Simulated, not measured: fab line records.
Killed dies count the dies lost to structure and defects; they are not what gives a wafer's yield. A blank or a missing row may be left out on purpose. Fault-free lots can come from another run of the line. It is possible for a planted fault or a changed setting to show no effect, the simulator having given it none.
fab line records	flow sky130
record lots=6	wafers=18	last_day=50
route steps=708 shown VIA2@516 METAL3@532 PAD_OPEN@708
lots with no fault: from the same line, run without faults
start_h: hours from the record's first day to the start of the lot's first wafer shown	wait_h: hours since the lot's step before	" as in the row above	L1.1+2: a row that stands for several wafers	- no value, or no start given	* or withheld: withheld	< > ~ a bound
route shown NAME@n: a module of which the file shows steps, and the number in the route of the first	usual: average and standard deviation across the fault-free wafers	same: alike in all rows	chamber/n: place in a boat	sites: each site's reading	_std_site: the standard deviation of these	_edge_site: outer sites' mean less inner sites'	radius_mm: for every site, how far away it sits from the centre of the wafer	mask NAME#n: copy n	behind: the tool/chamber that last shaped the wafer	hold: reason for holding the lot/hours on hold/outcome of the hold	device: whichever transistor did not switch (one of n, p or np)	end of line: tests of these same wafers at the route's end	for a step that has no rows: nothing shown but its recipe	killed: the dies lost at the first sort to structure and to defects; this is not the yield of the wafer	map: per-die view of a wafer (x killed, . not killed, _ where there is no die)
set.NAME: setting as actually run; set.NAME@STEP: the setting as run at that earlier step	model.NAME: the simulator's own value behind a step, which no gauge read
lots at some steps of the route; a table a step, a row a wafer
services: the hour from which a tool's chamber was out of use, counted from the record's first day as start_h (under 0 if before that day), plus the number of hours and why
## steps
# step SKY_VIA2_EXPOSE_09
# recipe mask_id=VIM2	na=0.8	source_shape=annular	sigma_inner=0.55	sigma_outer=0.85	target_cd_nm=200	dose_mj=38
# step SKY_VIA2_PEB_10
# recipe peb_temp_c=withheld	peb_time_s=withheld	resist=KrF-thick
# step SKY_VIA2_DEVELOP_11
# recipe develop_time_s=60	resist=KrF-thick	dev_temp_c=21
# step SKY_VIA2_CD_MEAS_12
# recipe target_cd_nm=200
# usual cd_nm=199.7/1.4
lot.wafer	tool	chamber	start_h	wait_h	cd_nm
L542.1	cd_sem-02	-	898.16	-	197.7
L542.3	"	-	"	"	198.1
L542.5	"	-	"	"	198.5
L546.1	cd_sem-02	-	926.25	-	198.9
L546.2	"	-	"	"	199.5
L546.6	"	-	"	"	199.6
L556.1	cd_sem-01	-	1003.77	-	200.3
L556.3	"	-	"	"	200.4
L556.4	"	-	"	"	201.6
L557.2	cd_sem-01	-	1005.63	-	198.9
L557.4	"	-	"	"	198.7
L557.6	"	-	"	"	198.5
L555.2	cd_sem-01	-	1007.79	-	199.3
L555.3	"	-	"	"	199.1
L555.6	"	-	"	"	201.3
L558.1	cd_sem-01	-	1011.65	-	198.2
L558.4	"	-	"	"	199.3
L558.6	"	-	"	"	199.1
# step SKY_VIA2_OVL_MEAS_13
# usual VIA2_OVL=0/5.5
lot.wafer	tool	chamber	start_h	wait_h	VIA2_OVL[nm]
L542.1	overlay-02	-	898.28	0.1	5
L542.3	"	-	"	"	6
L542.5	"	-	"	"	-3
L546.1	overlay-01	-	926.37	0.1	-6
L546.2	"	-	"	"	-6
L546.6	"	-	"	"	-2
L556.1	overlay-01	-	1003.89	0.1	-9
L556.3	"	-	"	"	0
L556.4	"	-	"	"	-1
L557.2	overlay-01	-	1005.74	0.1	5
L557.4	"	-	"	"	2
L557.6	"	-	"	"	5
L555.2	overlay-02	-	1007.90	0.1	1
L555.3	"	-	"	"	7
L555.6	"	-	"	"	-4
L558.1	overlay-02	-	1011.77	0.1	-3
L558.4	"	-	"	"	1
L558.6	"	-	"	"	3
# step SKY_VIA2_ETCH_14
# recipe chemistry=N2/H2	target=BARC	ion_energy_ev=200	source_w=500	bias_w=100	pressure_mtorr=30	n2_flow_sccm=100	h2_flow_sccm=200	stop_on=SiO2	time_s=45.9	target_depth_a=600
# usual drypump_motor_current_A=5.5/0.4	oes_product_au=0.854/0.0046	rf_fwd_power_W=495.1/1.9	throttle_valve_pct=13.225/0.011
lot.wafer	tool	chamber	start_h	wait_h	drypump_motor_current_A	oes_product_au	rf_fwd_power_W	rf_hours_counter_h	throttle_valve_pct
L542.1	rie_diel-04	3	898.32	0.0	5.3	0.853	496.6	18	13.236
L542.3	"	2	"	"	5.2	0.858	496.2	7	13.232
L542.5	"	1	"	"	5.4	0.857	494.7	-	13.237
L546.1	rie_diel-01	1	926.41	0.0	5.0	0.855	494.0	4	13.212
L546.2	"	0	"	"	5.5	0.850	498.5	8	13.235
L546.6	"	0	"	"	5.5	0.865	498.8	-	13.226
L556.1	rie_diel-03	0	1003.93	0.0	6.6	0.857	490.7	27	13.213
L556.3	"	1	"	"	5.6	0.858	493.6	13	13.234
L556.4	"	2	"	"	5.1	0.853	493.6	13	13.237
L557.2	rie_diel-04	3	1005.77	0.0	5.3	0.852	497.5	21	13.219
L557.4	"	0	"	"	5.9	0.857	496.8	21	13.232
L557.6	"	1	"	"	5.4	0.858	493.6	-	13.239
L555.2	rie_diel-03	0	1007.93	0.0	6.6	0.847	492.8	27	13.220
L555.3	"	1	"	"	5.6	0.851	496.3	14	13.221
L555.6	"	0	"	"	6.6	0.854	494.7	-	13.234
L558.1	rie_diel-03	0	1011.81	0.0	6.7	0.850	493.1	27	13.231
L558.4	"	1	"	"	5.6	0.857	495.9	14	13.201
L558.6	"	0	"	"	6.6	0.850	494.7	-	13.224
# step SKY_VIA2_ETCH_15
# recipe target=SiO2	chemistry=C4F8/O2/Ar	target_depth_nm=546	stop_on=TiN	mask_material=KrF-thick	source_w=1500	bias_w=1200	pressure_mtorr=40	c4f8_flow_sccm=withheld	O2_flow_sccm=6	Ar_flow_sccm=300	time_s=84
# usual oes_product_au=0.940/0.0052	rf_fwd_power_W=1490/5.6
lot.wafer	tool	chamber	start_h	wait_h	oes_product_au	rf_fwd_power_W	rf_hours_counter_h
L542.1	rie_diel-04	3	898.36	0.0	0.934	1493	18
L542.3	"	2	"	"	0.933	1494	7
L542.5	"	1	"	"	0.947	1490	-
L546.1	rie_diel-01	1	926.45	0.0	0.934	1485	4
L546.2	"	0	"	"	0.944	1499	8
L546.6	"	0	"	"	0.935	1497	-
L556.1	rie_diel-03	0	1003.97	0.0	0.932	1488	27
L556.3	"	1	"	"	0.937	1488	13
L556.4	"	2	"	"	0.936	1496	13
L557.2	rie_diel-04	3	1005.81	0.0	0.944	1496	21
L557.4	"	0	"	"	0.951	1496	21
L557.6	"	1	"	"	0.937	1486	-
L555.2	rie_diel-03	0	1007.97	0.0	0.930	1486	27
L555.3	"	1	"	"	0.934	1483	14
L555.6	"	0	"	"	0.937	1488	-
L558.1	rie_diel-03	0	1011.85	0.0	0.947	1482	27
L558.4	"	1	"	"	0.941	1492	14
L558.6	"	0	"	"	0.939	1482	-
# step SKY_VIA2_STRIP_16
# recipe chemistry=O2/N2	power_w=1400	pressure_mtorr=1500	platen_temp_c=withheld	o2_flow_sccm=3000	n2_flow_sccm=300	overash_fraction=0.5
# usual drypump_motor_current_A=5.5/0.37	oes_product_au=0.399/0.0053	strip_time_to_endpoint_s=4.05/0.033
lot.wafer	tool	chamber	start_h	wait_h	drypump_motor_current_A	oes_product_au	rf_hours_counter_h	strip_time_to_endpoint_s
L542.1	plasma_asher-03	1	898.42	0.0	5.1	0.395	75	4.05
L542.3	"	0	"	"	6.1	0.394	-	4.00
L542.5	"	0	"	"	6.1	0.403	-	4.08
L546.1	plasma_asher-02	1	926.51	0.0	5.8	0.403	20	4.07
L546.2	"	0	"	"	5.6	0.404	20	4.02
L546.6	"	0	"	"	5.7	0.400	-	4.02
L556.1	plasma_asher-01	1	1004.03	0.0	5.0	0.403	57	4.04
L556.3	"	1	"	"	5.0	0.402	-	4.07
L556.4	"	0	"	"	5.7	0.392	-	4.04
L557.2	plasma_asher-01	0	1005.87	0.0	5.7	0.396	57	4.02
L557.4	"	0	"	"	5.7	0.397	-	4.05
L557.6	"	1	"	"	5.0	0.393	-	4.08
L555.2	plasma_asher-03	1	1008.03	0.0	5.1	0.397	83	4.02
L555.3	"	1	"	"	5.1	0.409	-	4.08
L555.6	"	1	"	"	5.1	0.405	-	4.06
L558.1	plasma_asher-03	0	1011.91	0.0	6.1	0.391	83	4.06
L558.4	"	0	"	"	6.1	0.404	-	4.07
L558.6	"	0	"	"	6.1	0.393	-	4.05
# step SKY_VIA2_STRIP_17
# recipe chemistry=post_etch_residue_remover	time_s=1200	temp_c=72.5
# step SKY_VIA2_CLEAN_18
# recipe chemistry=IPA	time_s=180	temp_c=25
# step SKY_VIA2_CLEAN_19
# recipe chemistry=O3/DIW	dry=n2_spin
# step SKY_VIA2_SPUTTER_20
# recipe material=TiN	target_thk_nm=20	chamber_pressure_pa=5	power_w=4000	time_s=80
# usual throttle_valve_pct=30.0/1.2
lot.wafer	tool	chamber	start_h	wait_h	throttle_valve_pct
L542.1	pvd_sputter-01	-	899.02	0.0	31.0
L542.3	"	-	"	"	31.1
L542.5	"	-	"	"	29.5
L546.1	pvd_sputter-02	-	927.11	0.0	30.6
L546.2	"	-	"	"	30.7
L546.6	"	-	"	"	30.7
L556.1	pvd_sputter-04	-	1004.62	0.0	29.6
L556.3	"	-	"	"	29.8
L556.4	"	-	"	"	30.7
L557.2	pvd_sputter-04	-	1006.47	0.0	29.1
L557.4	"	-	"	"	30.5
L557.6	"	-	"	"	30.6
L555.2	pvd_sputter-01	-	1008.63	0.0	31.2
L555.3	"	-	"	"	31.0
L555.6	"	-	"	"	31.1
L558.1	pvd_sputter-04	-	1012.55	0.0	30.5
L558.4	"	-	"	"	27.4
L558.6	"	-	"	"	30.6
# step SKY_VIA2_CVD_21
# recipe material=W	target_thk_nm=420	time_s=126.4	temp_c=400	pressure_torr=40
# usual heater_power_w=867/130
lot.wafer	tool	chamber	start_h	wait_h	heater_power_w	model.W_of_VIA2_CVD_21.thk_nm
L542.1	cvd_w-01	0	899.08	0.0	1111	426.7
L542.3	"	1	"	"	864	423.4
L542.5	"	1	"	"	853	423.7
L546.1	cvd_w-02	0	927.17	0.0	853	426.9
L546.2	"	1	"	"	724	426.6
L546.6	"	1	"	"	757	427.6
L556.1	cvd_w-01	1	1004.68	0.0	788	422.2
L556.3	"	1	"	"	763	423
L556.4	"	0	"	"	1036	620.9
L557.2	cvd_w-01	0	1006.53	0.0	1044	624.1
L557.4	"	0	"	"	1049	622.3
L557.6	"	1	"	"	780	421.6
L555.2	cvd_w-02	0	1008.69	0.0	847	416.4
L555.3	"	1	"	"	734	421.5
L555.6	"	1	"	"	714	425.4
L558.1	cvd_w-02	1	1012.61	0.0	726	416.3
L558.4	"	1	"	"	722	416
L558.6	"	1	"	"	697	417.8
# step SKY_VIA2_RS_MEAS_22
# recipe thk_meas_gauge=four-point-probe	reads=W_of_VIA2_CVD_21+TiN_of_VIA2_SPUTTER_20
# usual VIA2_W_RS=0.273/0.0033
lot.wafer	tool	chamber	start_h	wait_h	VIA2_W_RS[ohm/sq]
L542.1	film_metro-04	-	899.21	0.1	0.268
L542.3	"	-	"	"	0.270
L542.5	"	-	"	"	0.270
L546.1	film_metro-04	-	927.30	0.1	0.268
L546.2	"	-	"	"	0.268
L546.6	"	-	"	"	0.267
L556.1	film_metro-04	-	1004.81	0.1	0.270
L556.3	"	-	"	"	0.270
L556.4	"	-	"	"	0.184
L557.2	film_metro-04	-	1006.68	0.1	0.183
L557.4	"	-	"	"	0.183
L557.6	"	-	"	"	0.271
L555.2	film_metro-03	-	1008.84	0.1	0.275
L555.3	"	-	"	"	0.272
L555.6	"	-	"	"	0.269
L558.1	film_metro-03	-	1012.87	0.2	0.275
L558.4	"	-	"	"	0.275
L558.6	"	-	"	"	0.274
# step SKY_VIA2_THK_MEAS_23
# recipe thk_meas_gauge=xrf	reads=W_of_VIA2_CVD_21
# usual VIA2_W_THK=412/6.8
lot.wafer	tool	chamber	start_h	wait_h	VIA2_W_THK[nm]
L542.1	film_metro-04	-	899.33	0.1	420
L542.3	"	-	"	"	419
L542.5	"	-	"	"	419
L546.1	film_metro-04	-	927.42	0.1	418
L546.2	"	-	"	"	419
L546.6	"	-	"	"	418
L556.1	film_metro-04	-	1004.93	0.1	415
L556.3	"	-	"	"	418
L556.4	"	-	"	"	-
L557.2	film_metro-04	-	1006.79	0.1	-
L557.4	"	-	"	"	-
L557.6	"	-	"	"	414
L555.2	film_metro-03	-	1008.95	0.1	401
L555.3	"	-	"	"	404
L555.6	"	-	"	"	409
L558.1	film_metro-03	-	1012.99	0.1	404
L558.4	"	-	"	"	401
L558.6	"	-	"	"	403
# step SKY_VIA2_CMP_24
# recipe stop_on=SiO2	t_overpolish_s=20	down_force_psi=3.5	platen_rpm=60	target_thk_nm=0	pad_velocity_m_s=0.94248
# usual motor_current_A=11.4/1.6	time_to_endpoint_s=102/5.9
lot.wafer	tool	chamber	start_h	wait_h	motor_current_A	time_to_endpoint_s
L542.1	cmp-02	1	899.39	0.1	8.8	107
L542.3	"	0	"	"	9.1	109
L542.5	"	1	"	"	8.8	110
L546.2	cmp-01	2	927.48	0.0	11.1	99
L546.1	"	1	"	"	11.3	100
L546.6	"	3	"	"	11.4	99
L556.1	cmp-01	0	1004.99	0.1	12.2	99
L556.4	"	2	"	"	10.4	146
L556.3	"	3	"	"	11.3	98
L557.2	cmp-01	3	1006.89	0.1	12.3	139
L557.4	"	1	"	"	11.2	144
L557.6	"	3	"	"	11.7	94
L555.3	cmp-01	3	1009.00	0.0	12.2	95
L555.2	"	1	"	"	11.3	104
L555.6	"	3	"	"	11.9	98
L558.4	cmp-01	1	1013.05	0.0	10.8	98
L558.1	"	2	"	"	10.9	92
L558.6	"	2	"	"	10.2	94
# step SKY_METAL3_SPUTTER_00
# recipe material=Ti	target_thk_nm=15	power_w=3000	time_s=10	chamber_pressure_pa=0.4
# usual throttle_valve_pct=29.9/1.1
lot.wafer	tool	chamber	start_h	wait_h	throttle_valve_pct
L542.1	pvd_sputter-03	-	899.69	0.2	30.3
L542.3	"	-	"	"	29.9
L542.5	"	-	"	"	27.9
L546.1	pvd_sputter-01	-	927.78	0.1	29.5
L546.2	"	-	"	"	31.1
L546.6	"	-	"	"	31.0
L556.1	pvd_sputter-02	-	1005.29	0.2	32.1
L556.3	"	-	"	"	30.7
L556.4	"	-	"	"	30.7
L557.2	pvd_sputter-03	-	1007.14	0.2	29.4
L557.4	"	-	"	"	29.7
L557.6	"	-	"	"	30.3
L555.2	pvd_sputter-03	-	1009.30	0.1	29.4
L555.3	"	-	"	"	30.1
L555.6	"	-	"	"	29.4
L558.1	pvd_sputter-01	-	1013.35	0.2	31.2
L558.4	"	-	"	"	29.4
L558.6	"	-	"	"	30.9
# step SKY_PAD_OPEN_PROBE_99
# usual defect_limited_yield=82.5/1.9	killed_at_M0_to_M3=43/6.6	killed_at_M4_up=3.0/1.8	killed_at_contacts=24/5.1	killed_at_front_end=16/4.5	killed_at_other=0.3/0.67	killed_dies=86/9.3	killed_open=47/6.9	killed_short=39/6.6	sort_bin_3_pad_short=0.9/0.41	sort_bin_5_function=10.4/1.4	sort_bin_6_memory=6.2/1.1	sort_n_pass=406/9.3	sort_yield_pct=82.5/1.9
# same gross_dies=492	killed_at_back_side=0	sort_bin_4_leakage[%]=0	sort_bin_8_speed[%]=0
lot.wafer	tool	chamber	start_h	wait_h	defect_limited_yield[%]	killed_at_M0_to_M3	killed_at_M4_up	killed_at_contacts	killed_at_front_end	killed_at_other	killed_dies	killed_open	killed_short	sort_bin_3_pad_short[%]	sort_bin_5_function[%]	sort_bin_6_memory[%]	sort_n_pass	sort_yield_pct[%]
L542.1	prober-01	-	1115.00	0.1	82.7	46	1	23	14	1	85	51	34	0.4	10.4	6.5	407	82.7
L542.3	prober-01	-	1115.10	0.2	85.6	37	2	17	15	0	71	41	29	0.6	8.5	5.3	421	85.6
L542.5	prober-01	-	1115.20	0.2	81.9	39	2	29	19	0	89	48	39	1.2	10.0	6.9	403	81.9
L546.1	prober-01	-	1137.35	0.1	81.9	53	4	23	9	0	89	47	42	1.2	12.8	4.1	403	81.9
L546.2	prober-01	-	1137.40	0.1	82.1	47	2	26	13	0	88	47	41	0.4	10.4	7.1	404	82.1
L546.6	prober-01	-	1137.60	0.2	80.7	55	1	30	9	0	95	61	34	0.8	12.0	6.5	397	80.7
L556.1	prober-02	-	1192.43	0.1	85.2	36	5	18	14	0	73	40	33	0.6	8.1	6.1	419	85.2
L556.3	prober-02	-	1192.53	0.2	84.1	32	3	25	17	1	78	37	41	0.8	9.6	5.5	414	84.1
L556.4	prober-02	-	1192.58	0.2	80.3	51	3	25	17	1	97	54	43	0.6	11.8	7.3	395	80.3
L557.2	prober-01	-	1193.44	0.1	83.5	40	2	23	15	1	81	50	31	0.4	10.0	6.1	411	83.5
L557.4	prober-01	-	1193.54	0.2	78.7	51	4	34	16	0	105	54	51	1.6	12.0	7.7	387	78.7
L557.6	prober-01	-	1193.64	0.2	83.3	44	3	17	18	0	82	52	30	0.6	9.8	6.3	410	83.3
L555.2	prober-02	-	1195.18	0.1	82.3	43	1	22	21	0	87	48	38	1.2	10.0	6.5	405	82.3
L555.3	prober-02	-	1195.23	0.2	83.9	38	3	17	21	0	79	39	40	1.0	9.1	5.9	413	83.9
L555.6	prober-02	-	1195.38	0.2	80.7	57	3	19	16	0	95	55	40	0.4	13.2	5.7	397	80.7
L558.1	prober-02	-	1197.90	0.1	79.5	49	2	32	18	0	101	59	42	0.8	12.2	7.5	391	79.5
L558.4	prober-02	-	1198.05	0.2	81.3	45	3	28	16	0	92	38	53	1.2	12.2	5.3	400	81.3
L558.6	prober-02	-	1198.15	0.2	85.6	35	0	19	17	0	71	45	26	1.0	8.5	4.9	421	85.6
# killed by level:class
L542.1 VIA2:geometric_particle:open=13 CONTACT:geometric_particle:open=9 METAL2:geometric_particle:short=6 LI_CONTACT:geometric_particle:open=5 VIA1:geometric_particle:open=5 FIELD_ISO:geometric_particle:open=4 CONTACT:geometric_particle:short=4 METAL1:geometric_particle:short=4
L542.3 VIA1:geometric_particle:open=11 VIA2:geometric_particle:open=7 FIELD_ISO:geometric_particle:short=5 CONTACT:geometric_particle:open=5 CONTACT:geometric_particle:short=4 METAL1:geometric_particle:short=4 FIELD_ISO:geometric_particle:open=3 POLY_GATE:geometric_particle:open=3
L542.5 CONTACT:geometric_particle:open=12 METAL2:geometric_particle:short=8 VIA1:geometric_particle:open=8 CONTACT:geometric_particle:short=7 LI_CONTACT:geometric_particle:open=6 VIA3:geometric_particle:open=6 VIA1:geometric_particle:short=5 VIA2:geometric_particle:open=5
L546.1 VIA1:geometric_particle:open=12 METAL2:geometric_particle:short=8 METAL1:geometric_particle:short=6 VIA2:geometric_particle:open=6 VIA3:geometric_particle:open=6 LI_CONTACT:geometric_particle:short=5 LI_CONTACT:geometric_particle:open=5 CONTACT:geometric_particle:open=5
L546.2 VIA1:geometric_particle:open=13 CONTACT:geometric_particle:open=10 VIA2:geometric_particle:open=8 LI_CONTACT:geometric_particle:open=7 LOCAL_INTERCONNECT:geometric_particle:short=6 FIELD_ISO:geometric_particle:short=5 METAL1:geometric_particle:short=5 VIA3:geometric_particle:short=5
L546.6 LI_CONTACT:geometric_particle:open=14 VIA1:geometric_particle:open=12 METAL1:geometric_particle:short=9 CONTACT:geometric_particle:open=8 VIA2:geometric_particle:open=7 METAL2:geometric_particle:short=6 VIA3:geometric_particle:open=6 LOCAL_INTERCONNECT:geometric_particle:short=4
L556.1 VIA3:geometric_particle:open=8 VIA1:geometric_particle:open=8 CONTACT:geometric_particle:open=7 METAL4:geometric_particle:short=5 VIA2:geometric_particle:short=5 FIELD_ISO:geometric_particle:open=4 LI_CONTACT:geometric_particle:open=4 FIELD_ISO:geometric_particle:short=3
L556.3 CONTACT:geometric_particle:open=8 FIELD_ISO:geometric_particle:short=7 FIELD_ISO:geometric_particle:open=6 LI_CONTACT:geometric_particle:open=6 VIA1:geometric_particle:open=6 CONTACT:geometric_particle:short=5 METAL2:geometric_particle:short=5 VIA1:geometric_particle:short=5
L556.4 VIA1:geometric_particle:open=16 VIA2:geometric_particle:open=8 LI_CONTACT:geometric_particle:open=7 CONTACT:geometric_particle:open=6 METAL1:geometric_particle:short=6 CONTACT:geometric_particle:short=5 POLY_GATE:geometric_particle:short=4 LI_CONTACT:geometric_particle:short=4
L557.2 CONTACT:geometric_particle:open=11 VIA3:geometric_particle:open=9 VIA1:geometric_particle:open=7 LI_CONTACT:geometric_particle:open=6 METAL1:geometric_particle:short=5 POLY_GATE:geometric_particle:open=4 METAL2:geometric_particle:short=4 FIELD_ISO:geometric_particle:open=3
L557.4 CONTACT:geometric_particle:open=12 VIA1:geometric_particle:open=10 VIA3:geometric_particle:open=9 VIA3:geometric_particle:short=7 METAL2:geometric_particle:short=7 LI_CONTACT:geometric_particle:open=6 LOCAL_INTERCONNECT:geometric_particle:short=6 CONTACT:geometric_particle:short=6
L557.6 VIA1:geometric_particle:open=15 CONTACT:geometric_particle:open=9 POLY_GATE:geometric_particle:open=6 FIELD_ISO:geometric_particle:open=5 VIA2:geometric_particle:open=5 LI_CONTACT:geometric_particle:open=4 METAL1:geometric_particle:short=4 METAL2:geometric_particle:short=4
L555.2 CONTACT:geometric_particle:open=12 VIA1:geometric_particle:open=11 VIA2:geometric_particle:open=7 METAL2:geometric_particle:short=6 FIELD_ISO:geometric_particle:short=5 VIA3:geometric_particle:short=5 CONTACT:geometric_particle:short=4 VIA3:geometric_particle:open=4
L555.3 VIA1:geometric_particle:open=8 POLY_GATE:geometric_particle:open=6 LOCAL_INTERCONNECT:geometric_particle:short=6 METAL2:geometric_particle:short=6 FIELD_ISO:geometric_particle:short=5 POLY_GATE:geometric_particle:short=5 CONTACT:geometric_particle:open=5 VIA1:geometric_particle:short=5
L555.6 VIA1:geometric_particle:open=19 CONTACT:geometric_particle:open=10 VIA1:geometric_particle:short=9 FIELD_ISO:geometric_particle:short=6 METAL1:geometric_particle:short=6 VIA3:geometric_particle:open=6 POLY_GATE:geometric_particle:open=5 METAL2:geometric_particle:short=5
L558.1 VIA1:geometric_particle:open=16 LI_CONTACT:geometric_particle:open=12 CONTACT:geometric_particle:open=10 VIA2:geometric_particle:open=7 VIA1:geometric_particle:short=6 METAL1:geometric_particle:short=6 FIELD_ISO:geometric_particle:short=5 LOCAL_INTERCONNECT:geometric_particle:short=5
L558.4 METAL1:geometric_particle:short=12 CONTACT:geometric_particle:open=11 LI_CONTACT:geometric_particle:open=6 VIA2:geometric_particle:open=6 FIELD_ISO:geometric_particle:short=5 CONTACT:geometric_particle:short=5 VIA2:geometric_particle:short=5 FIELD_ISO:geometric_particle:open=4
L558.6 CONTACT:geometric_particle:open=7 POLY_GATE:geometric_particle:short=7 VIA1:geometric_particle:open=7 VIA2:geometric_particle:open=7 VIA3:geometric_particle:open=6 LI_CONTACT:geometric_particle:open=6 METAL2:geometric_particle:short=6 METAL1:geometric_particle:short=4
## services
tool	chamber	start_h	hours	kind
cmp-01	-	879.41	0.2	repair
rie_diel-04	2	879.70	11.7	repair
pvd_sputter-01	-	880.90	1.8	repair
cmp-01	-	881.21	0.3	repair
pvd_sputter-04	-	885.90	6.6	repair
rie_diel-03	0	886.47	6.3	repair
cmp-01	-	891.57	0.3	repair
pvd_sputter-01	-	893.30	2.2	repair
cvd_w-02	-	894.68	6.0	pm
plasma_asher-03	-	899.60	15.6	pm
rie_diel-03	2	903.91	3.3	repair
cvd_w-01	-	904.00	14.0	pm
plasma_asher-03	-	921.94	0.9	repair
cmp-01	-	923.52	2.9	repair
plasma_asher-03	-	925.26	8.4	repair
cvd_w-02	-	932.56	0.4	repair
rie_diel-03	1	948.92	5.3	repair
cvd_w-02	-	950.81	0.6	repair
rie_diel-04	3	959.72	10.0	repair
pvd_sputter-04	-	964.62	3.7	repair
rie_diel-03	3	971.64	1.4	repair
cvd_w-02	-	988.14	0.3	repair
rie_diel-04	1	1008.44	6.8	repair
cvd_w-01	1	1009.28	8.0	repair
## key
first_sign step=SKY_VIA2_RS_MEAS_22	reading=VIA2_W_RS	direction=down	sigmas=27	usual=0.273	struck=0.183
effect step=SKY_VIA2_THK_MEAS_23	reading=VIA2_W_THK	direction=missing
effect step=SKY_VIA2_CMP_24	reading=time_to_endpoint_s	direction=up	sigmas=6.9	usual=*	struck=*
model_effect step=SKY_VIA2_CVD_21	value=W_of_VIA2_CVD_21.thk_nm	without=412.7	struck=622.4
met_at SKY_VIA2_CVD_21
struck_wafers L556.4,L557.2,L557.4
onset_between 899.08 1004.68
fault kind=process_parameter_drift	tool=cvd_w-01	chamber=0	onset_h=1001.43	steps=SKY_VIA2_CVD_21	channel=target_thk_nm	offset=210.36	shape=step	end_h=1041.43	acts_in=these_recipes_only	stated=420
